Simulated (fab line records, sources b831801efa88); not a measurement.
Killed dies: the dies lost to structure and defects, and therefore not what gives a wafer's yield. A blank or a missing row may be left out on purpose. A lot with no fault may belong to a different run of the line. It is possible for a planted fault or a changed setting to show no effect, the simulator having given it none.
The tool behind it: which one? ; flow sky130 ; 6 lots, 18 wafers sampled, at 1 step of a route of 708

== WHAT THE GAUGES READ, wafer by wafer ==
SKY_LDD_LDN_OVL_MEAS_07.
lot;measured;on;LDD_LDN_OVL (nm)
L659;day 23 01:17;overlay-02;-0.2 -2.2 0.8
L662;day 24 19:14;overlay-02;0.0 1.3 0.1
L663;day 27 16:17;overlay-02;0.1 0.6 -1.3
L666;day 27 19:07;overlay-01;0.5 -1.3 -2.0
L676;day 29 08:43;overlay-01;-1.1 -1.2 -0.2
L680;day 31 08:53;overlay-02;1.8 0.3 1.2

== WHICH TOOL RAN EACH LOT (tool, then ch and the chambers of the sampled wafers, then the start) ==
Record: no process step prior to these readings.

== THE ANSWER, worked out from the rows above alone ==
Rule: usual is defined by the lots themselves. The widest of any qualifying gaps counts: lots, ordered by their means at a reading, are off when they make up no more than a third of the lots, leave a main group of 4 or more, and stand apart from it by 3 or more times the standard deviation of that group's means. The tables above print the reading to a certain number of digits; a main group whose means all agree to those digits is not used. Also off: a lot with no number at a reading for which 4 or more lots have one. Any other lot the step has rows for is counted as sound.
Across all readings shown, no lot is off: no conclusion can be drawn from this.

== WHAT WAS PUT IN BY THE SIMULATOR ==
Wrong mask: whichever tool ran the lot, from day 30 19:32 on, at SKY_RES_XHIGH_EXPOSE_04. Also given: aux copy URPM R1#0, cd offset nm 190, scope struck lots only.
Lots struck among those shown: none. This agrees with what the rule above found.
